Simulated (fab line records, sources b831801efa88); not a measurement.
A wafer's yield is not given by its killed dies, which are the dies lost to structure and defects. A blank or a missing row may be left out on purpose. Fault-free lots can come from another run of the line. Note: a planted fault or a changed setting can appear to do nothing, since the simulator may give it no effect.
What tool caused it?    flow gf180mcu    39 wafers from 13 lots sampled at 4 of the route's 602 steps

WHAT THE GAUGES SHOWED, per wafer
GF_PASSIVATION_BOW_MEAS_14. Usual: PASSIVATION_BOW 136 um, standard deviation 11.
lot   measured      on            PASSIVATION_BOW (um)  flag
L991  day 29 05:28  filmMetro-03  146 155 152           
L992  day 29 06:55  filmMetro-03  116 126 116           
L993  day 29 18:46  filmMetro-03  146 139 143           
L994  day 29 22:12  filmMetro-02  143 118 141           
L995  day 30 07:22  filmMetro-03  133 137 138           
L996  day 30 14:49  filmMetro-03  135 131 141           
L998  day 31 08:14  filmMetro-03  141 147 148           
L100  day 31 19:56  filmMetro-02  144 127 140           
L101  day 32 02:02  filmMetro-04  128 135 120           
L102  day 32 05:28  filmMetro-03  148 143 144           
L103  day 32 16:41  filmMetro-03  130 122 129           
L109  day 33 20:21  filmMetro-03  145 146 129           
L114  day 35 05:18  filmMetro-04  133 139 136           

EACH LOT AND THE TOOL THAT RAN IT (in order: tool; ch and the chambers of the sampled wafers; start)
lot   GF_V2_CVD_23                  GF_TOP_METAL_SPUTTER_01      GF_PASSIVATION_ETCH_11
L991  cvdW-01 ch 0,1, day 20 12:14  pvdSputter-02, day 27 11:44  rieDiel-03 ch 0,1, day 29 03:37
L992  cvdW-02 ch 0,1, day 20 12:29  pvdSputter-03, day 27 12:43  rieDiel-02 ch 0,2,3, day 29 05:03
L993  cvdW-02 ch 0,1, day 21 05:22  pvdSputter-02, day 28 00:49  rieDiel-01 ch 0,1,2, day 29 16:55
L994  cvdW-02 ch 0,1, day 21 09:05  pvdSputter-04, day 28 04:26  rieDiel-03 ch 0,2,3, day 29 20:22
L995  cvdW-01 ch 0,1, day 21 21:44  pvdSputter-04, day 28 13:35  rieDiel-03 ch 0,2,3, day 30 05:31
L996  cvdW-01 ch 0,1, day 22 06:47  pvdSputter-02, day 28 22:28  rieDiel-03 ch 0,1,2, day 30 12:58
L998  cvdW-01 ch 0,1, day 23 03:37  pvdSputter-04, day 29 16:46  rieDiel-02 ch 1,2, day 31 06:22
L100  cvdW-02 ch 0,1, day 23 20:26  pvdSputter-02, day 30 04:38  rieDiel-02 ch 0,1,3, day 31 18:04
L101  cvdW-01 ch 1, day 24 00:44    pvdSputter-02, day 30 11:08  rieDiel-03 ch 2,3, day 32 00:10
L102  cvdW-01 ch 0,1, day 24 07:33  pvdSputter-02, day 30 14:57  rieDiel-03 ch 0,1,3, day 32 03:36
L103  cvdW-01 ch 0,1, day 24 23:14  pvdSputter-02, day 31 04:29  rieDiel-02 ch 1,2, day 32 14:49
L109  cvdW-02 ch 0,1, day 26 11:25  pvdSputter-02, day 32 08:49  rieDiel-01 ch 0,1,2, day 33 18:31
L114  cvdW-01 ch 0,1, day 28 07:36  pvdSputter-03, day 33 20:27  rieDiel-02 ch 0,2,3, day 35 03:28
- GF_V2_CVD_23: deposits W, target thk 350 nm, time 104.94 s.
- GF_TOP_METAL_SPUTTER_01: material TiN, target thk 30 nm, time 25 s.
- GF_PASSIVATION_ETCH_11: etches the open film in CF4/O2, stops on TiN, target depth 1800 nm, time 400 s.

WHAT THE TOOLS THEMSELVES READ (means of the sampled wafers that have a number; where no wafer has one, the mark that the record gives instead)
GF_V2_CVD_23. Usual: heaterPowerW 887 W, standard deviation 39.
lot   tool     heaterPowerW (W)  flag
L991  cvdW-01  923               
L992  cvdW-02  850               
L993  cvdW-02  840               
L994  cvdW-02  834               
L995  cvdW-01  919               
L996  cvdW-01  908               
L998  cvdW-01  916               
L100  cvdW-02  842               
L101  cvdW-01  931               
L102  cvdW-01  930               
L103  cvdW-01  907               
L109  cvdW-02  858               
L114  cvdW-01  928               

GF_TOP_METAL_SPUTTER_01. Usual: throttleValvePct 30.2 %, standard deviation 0.81.
lot   tool           throttleValvePct (%)  flag
L991  pvdSputter-02  30.3                  
L992  pvdSputter-03  30.6                  
L993  pvdSputter-02  30.2                  
L994  pvdSputter-04  30.5                  
L995  pvdSputter-04  30.4                  
L996  pvdSputter-02  29.8                  
L998  pvdSputter-04  29.8                  
L100  pvdSputter-02  30.2                  
L101  pvdSputter-02  30.1                  
L102  pvdSputter-02  30.5                  
L103  pvdSputter-02  30.4                  
L109  pvdSputter-02  29.8                  
L114  pvdSputter-03  29.7                  

GF_PASSIVATION_ETCH_11. Usual: drypumpMotorCurrentA 5.8 A, standard deviation 0.45; oesProductAu 0.952 a.u., standard deviation 0.0076; throttleValvePct 5.957 %, standard deviation 0.0091.
lot   tool        drypumpMotorCurrentA (A)  oesProductAu (a.u.)  throttleValvePct (%)  flag
L991  rieDiel-03  6.3                       0.963                5.971                 
L992  rieDiel-02  5.6                       0.949                5.955                 
L993  rieDiel-01  5.9                       0.952                5.953                 
L994  rieDiel-03  5.9                       0.948                5.951                 
L995  rieDiel-03  5.9                       0.948                5.952                 
L996  rieDiel-03  6.1                       0.957                5.954                 
L998  rieDiel-02  5.2                       0.957                5.962                 
L100  rieDiel-02  6.0                       0.953                5.958                 
L101  rieDiel-03  5.7                       0.952                5.950                 
L102  rieDiel-03  6.0                       0.954                5.958                 
L103  rieDiel-02  5.2                       0.952                5.954                 
L109  rieDiel-01  5.9                       0.950                5.960                 
L114  rieDiel-02  5.6                       0.940                5.955                 

THE ANSWER, worked out from the rows above alone
Rule: a lot counts as off when the mean over its wafers that have a number is more than 3 standard deviations away from the usual mean. Also off: a lot with no number at a reading for which 4 or more lots have one. The other lots that the step has rows for count as sound. The gauges are gone through in route order, then the tools' own readings, and for those a lot's mean is taken as printed above. At the first step where some lot is off, the reading lying furthest off is the one used; lots without a number count as furthest.
Across all readings shown, no lot is off: no conclusion can be drawn from this.

WHAT HAD BEEN PUT IN BY THE SIMULATOR
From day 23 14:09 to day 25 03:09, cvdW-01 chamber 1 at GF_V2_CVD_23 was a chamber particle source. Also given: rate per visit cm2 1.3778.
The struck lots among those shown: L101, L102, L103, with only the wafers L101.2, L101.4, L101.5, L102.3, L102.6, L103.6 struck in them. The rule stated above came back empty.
